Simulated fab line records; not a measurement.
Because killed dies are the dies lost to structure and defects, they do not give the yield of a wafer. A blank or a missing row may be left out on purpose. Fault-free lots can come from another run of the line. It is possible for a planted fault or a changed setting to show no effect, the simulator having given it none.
fab line records | flow sky130
record lots=6 | wafers=18 | last_day=50
route steps=708 shown CAPM@538 PAD_OPEN@708
lots that met no fault: taken from a fault-free run of the same line
start_h: hours from the record's first day to the start of the lot's first wafer shown | wait_h: hours from the lot's prior step to this one | " as in the row above | L1.1+2: one row covering several wafers at once | - value missing, or start not given | * or withheld: withheld | < > ~ a bound
route shown NAME@n: a module of which the file shows steps, and the number in the route of the first | usual: mean and standard deviation over wafers with no fault | same: alike in all rows | chamber/n: place in a boat | sites: the reading at each site | _std_site: standard deviation across them | _edge_site: inner sites' mean taken away from outer sites' mean | radius_mm: how far each site lies from the wafer's centre | mask NAME#n: copy n | behind: the last tool/chamber to shape the wafer | hold: why the lot went on hold/how many hours it stayed there/how the hold came to an end | device: transistor that didn't switch, given as n, p or np | end of line: the route-end tests of the same wafers | a step with no rows: only its recipe | killed: dies lost to structure and defects at the first sort, not the wafer's yield | map: the dies of a wafer, with x for killed, . for not killed, _ for no die there
set.NAME: setting as actually run; set.NAME@STEP: the setting as run at that earlier step | model.NAME: the simulator's own value behind a step, which no gauge read
certain route steps with their lots: each step a table, each wafer a row
services: the hour from which a tool's chamber was out of use, counted from the record's first day as start_h (under 0 if before that day), plus the number of hours and why
## steps
# step SKY_CAPM_THK_MEAS_01
# recipe reads=SiO2_of_CAPM_CVD_00
# usual CAPM_CVD_00_THK=15.46/0.21
lot.wafer | tool          | chamber | start_h | wait_h | CAPM_CVD_00_THK[nm]
L864.1    | film_metro-02 | -       | 893.20  | -      | 15.50
L864.2    | "             | -       | "       | "      | 15.50
L864.5    | "             | -       | "       | "      | 15.62
L867.2    | film_metro-04 | -       | 913.43  | -      | 15.54
L867.5    | "             | -       | "       | "      | 15.62
L867.6    | "             | -       | "       | "      | 15.59
L868.1    | film_metro-04 | -       | 922.92  | -      | 15.42
L868.3    | "             | -       | "       | "      | 15.49
L868.6    | "             | -       | "       | "      | 15.65
L869.1    | film_metro-01 | -       | 930.45  | -      | 15.53
L869.2    | "             | -       | "       | "      | 15.56
L869.3    | "             | -       | "       | "      | 15.59
L875.1    | film_metro-01 | -       | 962.03  | -      | 15.15
L875.3    | "             | -       | "       | "      | 15.08
L875.6    | "             | -       | "       | "      | 15.53
L882.1    | film_metro-01 | -       | 1007.66 | -      | 15.19
L882.3    | "             | -       | "       | "      | 15.53
L882.6    | "             | -       | "       | "      | 15.97
# step SKY_CAPM_SPUTTER_02
# recipe material=TiN | target_thk_nm=200 | temp_c=300 | power_w=6500 | time_s=166.7 | chamber_pressure_pa=0.4
# usual chamber_pressure_pa=0.4001/0.00074 | throttle_valve_pct=30.0/0.95
# same time_s=166.7
lot.wafer | tool           | chamber | start_h | wait_h | chamber_pressure_pa | throttle_valve_pct
L864.1    | pvd_sputter-03 | -       | 893.26  | 0.1    | 0.3999              | 29.2
L864.2    | "              | -       | "       | "      | 0.3995              | 30.6
L864.5    | "              | -       | "       | "      | 0.3999              | 30.9
L867.2    | pvd_sputter-03 | -       | 913.48  | 0.0    | 0.4001              | 28.9
L867.5    | "              | -       | "       | "      | 0.4009              | 30.6
L867.6    | "              | -       | "       | "      | 0.4016              | 31.0
L868.1    | pvd_sputter-04 | -       | 922.98  | 0.1    | 0.3998              | 29.1
L868.3    | "              | -       | "       | "      | 0.3995              | 29.4
L868.6    | "              | -       | "       | "      | 0.4002              | 31.9
L869.1    | pvd_sputter-03 | -       | 930.51  | 0.1    | 0.4009              | 30.8
L869.2    | "              | -       | "       | "      | 0.4002              | 29.1
L869.3    | "              | -       | "       | "      | 0.3999              | 30.5
L875.1    | pvd_sputter-03 | -       | 962.09  | 0.1    | 0.4014              | 31.1
L875.3    | "              | -       | "       | "      | 0.3998              | 28.9
L875.6    | "              | -       | "       | "      | 0.3995              | 31.0
L882.1    | pvd_sputter-04 | -       | 1007.72 | 0.1    | 0.3987              | 29.4
L882.3    | "              | -       | "       | "      | 0.4002              | 28.9
L882.6    | "              | -       | "       | "      | 0.4013              | 29.7
# step SKY_CAPM_RS_MEAS_03
# recipe thk_meas_gauge=four-point-probe | reads=TiN_of_CAPM_SPUTTER_02
# usual CAPM_TIN_RS=6.94/0.058
lot.wafer | tool          | chamber | start_h | wait_h | CAPM_TIN_RS[ohm/sq]
L864.1    | film_metro-01 | -       | 893.37  | 0.1    | 6.97
L864.2    | "             | -       | "       | "      | 6.99
L864.5    | "             | -       | "       | "      | 6.96
L867.2    | film_metro-01 | -       | 913.61  | 0.1    | 7.00
L867.5    | "             | -       | "       | "      | 6.95
L867.6    | "             | -       | "       | "      | 6.93
L868.1    | film_metro-01 | -       | 923.09  | 0.1    | 6.89
L868.3    | "             | -       | "       | "      | 6.89
L868.6    | "             | -       | "       | "      | 6.91
L869.1    | film_metro-02 | -       | 930.62  | 0.1    | 6.98
L869.2    | "             | -       | "       | "      | 7.02
L869.3    | "             | -       | "       | "      | 6.95
L875.1    | film_metro-04 | -       | 962.20  | 0.1    | 6.97
L875.3    | "             | -       | "       | "      | 7.04
L875.6    | "             | -       | "       | "      | 6.99
L882.1    | film_metro-02 | -       | 1007.83 | 0.1    | 6.89
L882.3    | "             | -       | "       | "      | 6.88
L882.6    | "             | -       | "       | "      | 6.92
# step SKY_CAPM_THK_MEAS_04
# recipe thk_meas_gauge=xrf | reads=TiN_of_CAPM_SPUTTER_02
# usual CAPM_TIN_THK=197.9/2.1
lot.wafer | tool          | chamber | start_h | wait_h | CAPM_TIN_THK[nm]
L864.1    | film_metro-01 | -       | 893.49  | 0.1    | 199.1
L864.2    | "             | -       | "       | "      | 197.1
L864.5    | "             | -       | "       | "      | 198.5
L867.2    | film_metro-01 | -       | 913.72  | 0.1    | 196.1
L867.5    | "             | -       | "       | "      | 198.1
L867.6    | "             | -       | "       | "      | 198.0
L868.1    | film_metro-01 | -       | 923.21  | 0.1    | 199.1
L868.3    | "             | -       | "       | "      | 198.7
L868.6    | "             | -       | "       | "      | 199.1
L869.1    | film_metro-02 | -       | 930.74  | 0.1    | 195.3
L869.2    | "             | -       | "       | "      | 195.4
L869.3    | "             | -       | "       | "      | 197.9
L875.1    | film_metro-04 | -       | 962.32  | 0.1    | 195.1
L875.3    | "             | -       | "       | "      | 193.0
L875.6    | "             | -       | "       | "      | 195.0
L882.1    | film_metro-02 | -       | 1007.95 | 0.1    | 198.9
L882.3    | "             | -       | "       | "      | 199.8
L882.6    | "             | -       | "       | "      | 198.5
# step SKY_CAPM_DEHYDRATE_05
# recipe temp_c=200 | time_s=60
# step SKY_CAPM_HMDS_06
# recipe prime_time_s=60 | prime_temp_c=120
# step SKY_CAPM_COAT_07
# recipe resist=NOVOLAK | spin_rpm=3000 | resist_thk_nm=1140
# step SKY_CAPM_SOFTBAKE_08
# recipe temp_c=90 | time_s=60 | resist=NOVOLAK
# step SKY_CAPM_EXPOSE_09
# recipe mask_id=CAPM | na=0.6 | source_shape=conventional | sigma_outer=0.6 | polarization=unpolarized | target_cd_nm=1000 | dose_mj=159
# step SKY_CAPM_PEB_10
# recipe temp_c=withheld | time_s=* | resist=NOVOLAK
# step SKY_CAPM_DEVELOP_11
# recipe resist=NOVOLAK | developer=TMAH | develop_time_s=60 | dev_temp_c=23
# step SKY_CAPM_OVL_MEAS_12
# usual CAPM_OVL=0.1/1.3
lot.wafer | tool       | chamber | start_h | wait_h | CAPM_OVL[nm]
L864.1    | overlay-02 | -       | 918.57  | 0.1    | 0.6
L864.2    | "          | -       | "       | "      | 1.6
L864.5    | "          | -       | "       | "      | 1.3
L867.2    | overlay-01 | -       | 938.19  | 0.1    | 0.8
L867.5    | "          | -       | "       | "      | -0.1
L867.6    | "          | -       | "       | "      | -0.4
L868.1    | overlay-02 | -       | 947.93  | 0.1    | 2.3
L868.3    | "          | -       | "       | "      | 3.2
L868.6    | "          | -       | "       | "      | 1.8
L869.1    | overlay-01 | -       | 954.43  | 0.1    | -2.2
L869.2    | "          | -       | "       | "      | 0.0
L869.3    | "          | -       | "       | "      | -0.3
L875.1    | overlay-01 | -       | 985.57  | 0.1    | -0.3
L875.3    | "          | -       | "       | "      | 0.9
L875.6    | "          | -       | "       | "      | 2.3
L882.1    | overlay-01 | -       | 1031.08 | 0.1    | -0.8
L882.3    | "          | -       | "       | "      | 0.0
L882.6    | "          | -       | "       | "      | -0.2
# step SKY_CAPM_METAL_ETCH_13
# recipe target_depth_nm=220 | stop_on=SiO2 | chemistry=Cl2/BCl3 | target=TiN | pressure_mtorr=10 | icp_w=900 | bias_w=48.5 | Cl2_flow_sccm=60 | bcl3_flow_sccm=30 | time_s=62.9
# usual drypump_motor_current_A=5.8/0.54 | oes_product_au=0.940/0.0065 | throttle_valve_pct=21.903/0.0096
# same time_s=62.9
lot.wafer | tool         | chamber | start_h | wait_h | drypump_motor_current_A | oes_product_au | rf_hours_counter_h | throttle_valve_pct | model.NOVOLAK_of_CAPM_COAT_07.thk_nm | model.CAPM.feature_depth_nm | model.etch.depth_nm
L864.1    | rie_metal-01 | 0       | 918.61  | 0.0    | 6.0                     | 0.929          | 17                 | 21.905             | 993.2                                | 198.7                       | 198.7
L864.2    | "            | 1       | "       | "      | 6.0                     | 0.938          | 12                 | 21.895             | 993.9                                | 198                         | 198
L864.5    | "            | 0       | "       | "      | 6.0                     | 0.941          | -                  | 21.904             | 994.7                                | 198.8                       | 198.8
L867.2    | rie_metal-03 | 0       | 938.22  | 0.0    | 5.6                     | 0.941          | 5                  | 21.910             | 993.7                                | 197.7                       | 197.7
L867.5    | "            | 1       | "       | "      | 6.7                     | 0.942          | -                  | 21.919             | 993.7                                | 199.2                       | 199.2
L867.6    | "            | 0       | "       | "      | 5.6                     | 0.937          | -                  | 21.893             | 999                                  | 199.8                       | 199.8
L868.1    | rie_metal-01 | 0       | 947.97  | 0.0    | 6.0                     | 0.873          | 20                 | 21.933             | 1025                                 | 177.3                       | 177.3
L868.3    | "            | 0       | "       | "      | 6.1                     | 0.875          | -                  | 21.939             | 1019                                 | 177.5                       | 177.5
L868.6    | "            | 0       | "       | "      | 6.1                     | 0.867          | -                  | 21.945             | 1021                                 | 176.2                       | 176.2
L869.1    | rie_metal-01 | 0       | 954.46  | 0.0    | 6.1                     | 0.881          | 20                 | 21.941             | 1023                                 | 179                         | 179
L869.2    | "            | 0       | "       | "      | 6.0                     | 0.892          | -                  | 21.946             | 1022                                 | 180.2                       | 180.2
L869.3    | "            | 0       | "       | "      | 6.0                     | 0.881          | -                  | 21.947             | 1022                                 | 179.1                       | 179.1
L875.1    | rie_metal-03 | 0       | 985.61  | 0.0    | 5.7                     | 0.938          | 8                  | 21.903             | 993.5                                | 197.6                       | 197.6
L875.3    | "            | 1       | "       | "      | 6.7                     | 0.936          | -                  | 21.926             | 988.8                                | 196.2                       | 196.2
L875.6    | "            | 1       | "       | "      | 6.7                     | 0.927          | -                  | 21.906             | 988.3                                | 197.5                       | 197.5
L882.1    | rie_metal-01 | 1       | 1031.12 | 0.0    | 5.9                     | 0.946          | 18                 | 21.908             | 996.9                                | 200.5                       | 200.5
L882.3    | "            | 1       | "       | "      | 5.9                     | 0.940          | -                  | 21.889             | 1001                                 | 200.8                       | 200.8
L882.6    | "            | 1       | "       | "      | 5.9                     | 0.939          | -                  | 21.893             | 992.8                                | 199.8                       | 199.8
# step SKY_CAPM_STRIP_14
# recipe chemistry=O2/N2 | power_w=1400 | pressure_mtorr=1500 | platen_temp_c=withheld | o2_flow_sccm=3000 | n2_flow_sccm=300 | overash_fraction=0.5
# usual drypump_motor_current_A=5.6/0.42 | oes_product_au=0.710/0.005 | strip_time_to_endpoint_s=12.66/0.036
lot.wafer | tool            | chamber | start_h | wait_h | drypump_motor_current_A | oes_product_au | rf_hours_counter_h | strip_time_to_endpoint_s
L864.1    | plasma_asher-03 | 1       | 918.68  | 0.1    | 5.8                     | 0.709          | 108                | 12.65
L864.2    | "               | 0       | "       | "      | 4.9                     | 0.716          | 108                | 12.65
L864.5    | "               | 0       | "       | "      | 4.9                     | 0.706          | -                  | 12.67
L867.2    | plasma_asher-04 | 1       | 938.29  | 0.1    | 6.0                     | 0.699          | 51                 | 12.67
L867.5    | "               | 1       | "       | "      | 6.0                     | 0.713          | -                  | 12.64
L867.6    | "               | 0       | "       | "      | 5.8                     | 0.711          | -                  | 12.70
L868.1    | plasma_asher-02 | 1       | 948.12  | 0.1    | 5.8                     | 0.700          | 85                 | 12.96
L868.3    | "               | 1       | "       | "      | 5.8                     | 0.716          | -                  | 12.87
L868.6    | "               | 0       | "       | "      | 5.7                     | 0.719          | -                  | 12.92
L869.1    | plasma_asher-03 | 1       | 954.62  | 0.1    | 5.8                     | 0.709          | 111                | 12.91
L869.2    | "               | 0       | "       | "      | 4.9                     | 0.716          | 111                | 12.92
L869.3    | "               | 1       | "       | "      | 5.8                     | 0.711          | -                  | 12.92
L875.1    | plasma_asher-02 | 1       | 985.69  | 0.1    | 5.8                     | 0.711          | 89                 | 12.66
L875.3    | "               | 0       | "       | "      | 5.7                     | 0.721          | -                  | 12.59
L875.6    | "               | 0       | "       | "      | 5.7                     | 0.708          | -                  | 12.60
L882.1    | plasma_asher-02 | 0       | 1031.27 | 0.1    | 5.7                     | 0.712          | 94                 | 12.69
L882.3    | "               | 0       | "       | "      | 5.7                     | 0.714          | -                  | 12.74
L882.6    | "               | 0       | "       | "      | 5.7                     | 0.716          | -                  | 12.65
# step SKY_CAPM_STRIP_15
# recipe chemistry=post_etch_residue_remover | time_s=1200 | temp_c=72.5
# step SKY_PAD_OPEN_PROBE_99
# usual defect_limited_yield=82.4/2.2 | killed_at_M0_to_M3=44/7.7 | killed_at_M4_up=3.2/1.7 | killed_at_contacts=24/5.3 | killed_at_front_end=15/4.3 | killed_at_other=0.3/0.57 | killed_dies=87/11 | killed_on_rim=17/3.8 | killed_open=47/7.4 | killed_short=40/6.5 | sort_bin_3_pad_short=0.8/0.4 | sort_bin_5_function=10.5/1.6 | sort_bin_6_memory=6.3/1.2 | sort_n_pass=405/11 | sort_yield_pct=82.4/2.2
# same gross_dies=492 | killed_at_back_side=0 | sort_bin_4_leakage[%]=0 | sort_bin_8_speed[%]=0
lot.wafer | tool      | chamber | start_h | wait_h | defect_limited_yield[%] | killed_at_M0_to_M3 | killed_at_M4_up | killed_at_contacts | killed_at_front_end | killed_at_other | killed_dies | killed_on_rim | killed_open | killed_short | sort_bin_3_pad_short[%] | sort_bin_5_function[%] | sort_bin_6_memory[%] | sort_n_pass | sort_yield_pct[%]
L864.1    | prober-02 | -       | 1111.25 | 0.1    | 84.3                    | 40                 | 6               | 22                 | 9                   | 0               | 77          | 13            | 39          | 38           | 0.8                     | 10.0                   | 4.9                  | 415         | 84.3
L864.2    | prober-02 | -       | 1111.30 | 0.1    | 82.1                    | 45                 | 4               | 28                 | 11                  | 0               | 88          | 17            | 54          | 34           | 1.0                     | 9.6                    | 7.3                  | 404         | 82.1
L864.5    | prober-02 | -       | 1111.45 | 0.2    | 82.7                    | 41                 | 3               | 29                 | 11                  | 1               | 85          | 13            | 44          | 41           | 1.6                     | 10.0                   | 5.7                  | 407         | 82.7
L867.2    | prober-02 | -       | 1123.25 | 0.1    | 85.0                    | 38                 | 1               | 20                 | 14                  | 1               | 74          | 13            | 38          | 36           | 1.0                     | 9.3                    | 4.7                  | 418         | 85.0
L867.5    | prober-02 | -       | 1123.40 | 0.2    | 85.2                    | 44                 | 1               | 18                 | 10                  | 0               | 73          | 10            | 43          | 30           | 0.6                     | 8.9                    | 5.3                  | 419         | 85.2
L867.6    | prober-02 | -       | 1123.45 | 0.2    | 85.8                    | 42                 | 2               | 17                 | 9                   | 0               | 70          | 15            | 41          | 29           | 0.2                     | 9.8                    | 4.3                  | 422         | 85.8
L868.1    | prober-01 | -       | 1133.60 | 0.1    | 0                       | 45                 | 5               | 18                 | 11                  | 413             | 492         | 96            | 39          | 40           | 85.0                    | 10.4                   | 4.7                  | 0           | 0
L868.3    | prober-01 | -       | 1133.70 | 0.2    | 0                       | 52                 | 5               | 24                 | 12                  | 399             | 492         | 96            | 52          | 41           | 81.5                    | 11.0                   | 7.5                  | 0           | 0
L868.6    | prober-01 | -       | 1133.85 | 0.2    | 0                       | 45                 | 5               | 20                 | 8                   | 414             | 492         | 96            | 44          | 33           | 84.3                    | 10.0                   | 5.7                  | 0           | 0
L869.1    | prober-02 | -       | 1138.82 | 0.1    | 0                       | 53                 | 4               | 25                 | 16                  | 394             | 492         | 96            | 60          | 38           | 80.7                    | 10.8                   | 8.5                  | 0           | 0
L869.2    | prober-02 | -       | 1138.87 | 0.1    | 0                       | 59                 | 1               | 20                 | 4                   | 408             | 492         | 96            | 47          | 37           | 83.1                    | 11.4                   | 5.5                  | 0           | 0
L869.3    | prober-02 | -       | 1138.92 | 0.2    | 0                       | 40                 | 1               | 30                 | 13                  | 408             | 492         | 96            | 42          | 42           | 83.3                    | 10.8                   | 5.9                  | 0           | 0
L875.1    | prober-01 | -       | 1162.68 | 0.1    | 84.3                    | 46                 | 3               | 11                 | 17                  | 0               | 77          | 20            | 41          | 36           | 0.8                     | 8.7                    | 6.1                  | 415         | 84.3
L875.3    | prober-01 | -       | 1162.78 | 0.2    | 81.3                    | 53                 | 2               | 22                 | 15                  | 0               | 92          | 13            | 40          | 52           | 1.0                     | 12.4                   | 5.3                  | 400         | 81.3
L875.6    | prober-01 | -       | 1162.93 | 0.2    | 76.8                    | 57                 | 8               | 26                 | 23                  | 0               | 114         | 24            | 50          | 63           | 0.6                     | 13.8                   | 8.7                  | 378         | 76.8
L882.1    | prober-01 | -       | 1194.14 | 0.1    | 83.7                    | 33                 | 4               | 24                 | 17                  | 2               | 80          | 12            | 43          | 36           | 1.2                     | 8.7                    | 6.3                  | 412         | 83.7
L882.3    | prober-01 | -       | 1194.24 | 0.2    | 85.6                    | 35                 | 4               | 20                 | 12                  | 0               | 71          | 14            | 38          | 33           | 0.4                     | 10.0                   | 4.1                  | 421         | 85.6
L882.6    | prober-01 | -       | 1194.39 | 0.2    | 82.7                    | 44                 | 1               | 27                 | 12                  | 1               | 85          | 10            | 40          | 44           | 1.4                     | 8.1                    | 7.7                  | 407         | 82.7
# killed by level:class
L864.1 VIA1:geometric_particle:open=9 LI_CONTACT:geometric_particle:open=8 VIA3:geometric_particle:open=7 METAL1:geometric_particle:short=6 METAL2:geometric_particle:short=6 LOCAL_INTERCONNECT:geometric_particle:short=5 METAL4:geometric_particle:short=4 LI_CONTACT:geometric_particle:short=3
L864.2 CONTACT:geometric_particle:open=15 VIA1:geometric_particle:open=12 VIA2:geometric_particle:open=9 VIA3:geometric_particle:open=8 CONTACT:geometric_particle:short=6 METAL2:geometric_particle:short=5 FIELD_ISO:geometric_particle:short=3 POLY_GATE:geometric_particle:short=3
L864.5 CONTACT:geometric_particle:open=12 VIA2:geometric_particle:open=9 LOCAL_INTERCONNECT:geometric_particle:short=6 CONTACT:geometric_particle:short=6 VIA3:geometric_particle:open=6 LI_CONTACT:geometric_particle:open=5 VIA1:geometric_particle:short=4 VIA1:geometric_particle:open=4
L867.2 VIA1:geometric_particle:open=8 LI_CONTACT:geometric_particle:open=7 CONTACT:geometric_particle:open=7 METAL2:geometric_particle:short=6 METAL1:geometric_particle:short=5 FIELD_ISO:geometric_particle:short=4 FIELD_ISO:geometric_particle:open=4 VIA3:geometric_particle:open=4
L867.5 VIA2:geometric_particle:open=11 VIA1:geometric_particle:open=9 LI_CONTACT:geometric_particle:open=6 CONTACT:geometric_particle:open=6 VIA1:geometric_particle:short=6 METAL2:geometric_particle:short=4 METAL1:geometric_particle:short=4 LOCAL_INTERCONNECT:geometric_particle:short=3
L867.6 VIA1:geometric_particle:open=9 CONTACT:geometric_particle:short=7 VIA3:geometric_particle:open=7 VIA2:geometric_particle:open=7 VIA1:geometric_particle:short=6 FIELD_ISO:geometric_particle:open=4 LI_CONTACT:geometric_particle:open=4 CONTACT:geometric_particle:open=4
L868.1 CAPM:area_etch=413 VIA1:geometric_particle:short=8 VIA1:geometric_particle:open=8 LI_CONTACT:geometric_particle:open=6 VIA2:geometric_particle:open=6 CONTACT:geometric_particle:open=4 LI_CONTACT:geometric_particle:short=4 VIA2:geometric_particle:short=4
L868.3 CAPM:area_etch=399 VIA2:geometric_particle:open=10 CONTACT:geometric_particle:open=9 VIA1:geometric_particle:open=9 METAL1:geometric_particle:short=8 METAL2:geometric_particle:short=7 LI_CONTACT:geometric_particle:open=6 POLY_GATE:geometric_particle:short=4
L868.6 CAPM:area_etch=414 VIA1:geometric_particle:open=14 VIA3:geometric_particle:open=9 METAL2:geometric_particle:short=6 LI_CONTACT:geometric_particle:open=5 METAL1:geometric_particle:short=5 CONTACT:geometric_particle:open=5 VIA2:geometric_particle:open=5
L869.1 CAPM:area_etch=394 VIA1:geometric_particle:open=14 LI_CONTACT:geometric_particle:open=12 METAL1:geometric_particle:short=9 CONTACT:geometric_particle:open=8 VIA1:geometric_particle:short=7 VIA3:geometric_particle:open=6 METAL1:geometric_particle:open=5
L869.2 CAPM:area_etch=408 VIA1:geometric_particle:open=16 CONTACT:geometric_particle:open=8 VIA2:geometric_particle:open=8 METAL1:geometric_particle:short=7 VIA1:geometric_particle:short=7 VIA3:geometric_particle:open=7 VIA2:geometric_particle:short=6
L869.3 CAPM:area_etch=407 CONTACT:geometric_particle:open=10 LI_CONTACT:geometric_particle:open=8 VIA2:geometric_particle:open=7 VIA1:geometric_particle:short=7 METAL2:geometric_particle:short=6 VIA1:geometric_particle:open=5 FIELD_ISO:geometric_particle:short=4
L875.1 VIA1:geometric_particle:open=12 VIA1:geometric_particle:short=8 CONTACT:geometric_particle:open=7 METAL2:geometric_particle:short=6 VIA2:geometric_particle:open=5 METAL1:geometric_particle:short=5 POLY_GATE:geometric_particle:open=4 POLY_GATE:geometric_particle:short=4
L875.3 METAL2:geometric_particle:short=11 VIA3:geometric_particle:open=11 CONTACT:geometric_particle:open=9 VIA1:geometric_particle:short=7 LI_CONTACT:geometric_particle:open=6 VIA1:geometric_particle:open=6 VIA3:geometric_particle:short=5 POLY_GATE:geometric_particle:short=4
L875.6 METAL1:geometric_particle:short=12 LI_CONTACT:geometric_particle:open=10 VIA1:geometric_particle:open=10 METAL2:geometric_particle:short=8 FIELD_ISO:geometric_particle:short=6 METAL4:geometric_particle:short=6 FIELD_ISO:geometric_particle:open=5 LOCAL_INTERCONNECT:geometric_particle:short=5
L882.1 CONTACT:geometric_particle:open=8 LOCAL_INTERCONNECT:geometric_particle:short=7 VIA3:geometric_particle:open=6 VIA1:geometric_particle:open=5 VIA1:geometric_particle:short=5 VIA2:geometric_particle:open=5 FIELD_ISO:geometric_particle:open=4 LI_CONTACT:geometric_particle:open=4
L882.3 VIA3:geometric_particle:open=9 CONTACT:geometric_particle:open=7 CONTACT:geometric_particle:short=5 METAL2:geometric_particle:short=5 VIA1:geometric_particle:open=5 LI_CONTACT:geometric_particle:open=4 VIA3:geometric_particle:short=4 FIELD_ISO:geometric_particle:short=3
L882.6 VIA1:geometric_particle:short=9 LI_CONTACT:geometric_particle:open=8 VIA1:geometric_particle:open=8 CONTACT:geometric_particle:short=7 VIA3:geometric_particle:open=6 POLY_GATE:geometric_particle:short=5 CONTACT:geometric_particle:open=5 POLY_GATE:geometric_particle:open=4
# map L868.1 (x killed, . not)
__________xxxxxxxxxx_________
________xxxxxxxxxxxxxx_______
______xxxxxxxxxxxxxxxxxx_____
_____xxxxxxxxxxxxxxxxxxxx____
____xxxxxxxxxxxxxxxxxxxxxx___
___xxxxxxxxxxxxxxxxxxxxxxxx__
__xxxxxxxxxxxxxxxxxxxxxxxxxx_
_xxxxxxxxxxxxxxxxxxxxxxxxxxxx
_xxxxxxxxxxxxxxxxxxxxxxxxxxxx
_xxxxxxxxxxxxxxxxxxxxxxxxxxxx
_xxxxxxxxxxxxxxxxxxxxxxxxxxxx
_xxxxxxxxxxxxxxxxxxxxxxxxxxxx
_xxxxxxxxxxxxxxxxxxxxxxxxxxxx
_xxxxxxxxxxxxxxxxxxxxxxxxxxxx
_xxxxxxxxxxxxxxxxxxxxxxxxxxxx
__xxxxxxxxxxxxxxxxxxxxxxxxxx_
___xxxxxxxxxxxxxxxxxxxxxxxx__
____xxxxxxxxxxxxxxxxxxxxxx___
_____xxxxxxxxxxxxxxxxxxxx____
______xxxxxxxxxxxxxxxxxx_____
________xxxxxxxxxxxxxx_______
__________xxxxxxxxxx_________
# map L869.1 (x killed, . not)
__________xxxxxxxxxx_________
________xxxxxxxxxxxxxx_______
______xxxxxxxxxxxxxxxxxx_____
_____xxxxxxxxxxxxxxxxxxxx____
____xxxxxxxxxxxxxxxxxxxxxx___
___xxxxxxxxxxxxxxxxxxxxxxxx__
__xxxxxxxxxxxxxxxxxxxxxxxxxx_
_xxxxxxxxxxxxxxxxxxxxxxxxxxxx
_xxxxxxxxxxxxxxxxxxxxxxxxxxxx
_xxxxxxxxxxxxxxxxxxxxxxxxxxxx
_xxxxxxxxxxxxxxxxxxxxxxxxxxxx
_xxxxxxxxxxxxxxxxxxxxxxxxxxxx
_xxxxxxxxxxxxxxxxxxxxxxxxxxxx
_xxxxxxxxxxxxxxxxxxxxxxxxxxxx
_xxxxxxxxxxxxxxxxxxxxxxxxxxxx
__xxxxxxxxxxxxxxxxxxxxxxxxxx_
___xxxxxxxxxxxxxxxxxxxxxxxx__
____xxxxxxxxxxxxxxxxxxxxxx___
_____xxxxxxxxxxxxxxxxxxxx____
______xxxxxxxxxxxxxxxxxx_____
________xxxxxxxxxxxxxx_______
__________xxxxxxxxxx_________
## services
tool            | chamber | start_h | hours | kind
rie_metal-03    | 1       | 880.49  | -     | clean
rie_metal-03    | 1       | 880.49  | 16.8  | scheduled_down
rie_metal-03    | 1       | 880.49  | 16.8  | vent_cycle
rie_metal-03    | -       | 891.15  | 1.4   | pm
plasma_asher-04 | -       | 896.03  | 11.7  | repair
rie_metal-01    | -       | 911.02  | 0.7   | repair
plasma_asher-02 | -       | 916.68  | 2.8   | pm
pvd_sputter-04  | -       | 925.88  | 7.3   | repair
rie_metal-01    | 1       | 935.69  | 20.8  | repair
plasma_asher-04 | -       | 951.16  | 5.2   | repair
plasma_asher-04 | -       | 957.84  | 2.2   | repair
pvd_sputter-04  | 1       | 974.55  | -     | consumable_replace:kit
pvd_sputter-04  | 1       | 974.55  | 18.0  | scheduled_down
pvd_sputter-04  | 1       | 974.55  | 18.0  | vent_cycle
rie_metal-01    | 1       | 998.79  | 8.6   | repair
rie_metal-01    | 0       | 1005.77 | 28.4  | repair
pvd_sputter-04  | -       | 1010.93 | 0.6   | repair
rie_metal-03    | 0       | 1021.99 | 3.2   | repair
plasma_asher-04 | -       | 1030.86 | 0.5   | repair
## key
first_sign step=SKY_CAPM_METAL_ETCH_13 | reading=oes_product_au | direction=down | sigmas=9.4 | usual=0.940 | struck=0.878
effect step=SKY_CAPM_METAL_ETCH_13 | reading=throttle_valve_pct | direction=up | sigmas=4 | usual=21.903 | struck=21.942
effect step=SKY_CAPM_STRIP_14 | reading=strip_time_to_endpoint_s | direction=up | sigmas=7.1 | usual=* | struck=*
effect step=SKY_PAD_OPEN_PROBE_99 | reading=killed_at_other | direction=up | sigmas=99+ | usual=0.3 | struck=406
model_effect step=SKY_CAPM_METAL_ETCH_13 | value=NOVOLAK_of_CAPM_COAT_07.thk_nm | without=994.7 | struck=1022
more_kills_born_at SKY_CAPM_METAL_ETCH_13@rie_metal-01=2435
met_at SKY_CAPM_METAL_ETCH_13
struck_wafers L868.1,L868.3,L868.6,L869.1,L869.2,L869.3
later_rows_left_out L868.1,L868.3,L868.6,L869.1,L869.2,L869.3
onset_between 918.61 947.97
fault kind=process_parameter_drift | tool=rie_metal-01 | chamber=- | onset_h=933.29 | steps=SKY_CAPM_METAL_ETCH_13 | channel=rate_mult | offset=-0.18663 | shape=step | end_h=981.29
# later_rows_left_out: the simulator's readings of these wafers behind a module that went badly wrong aren't trusted and aren't shown, but for the sort
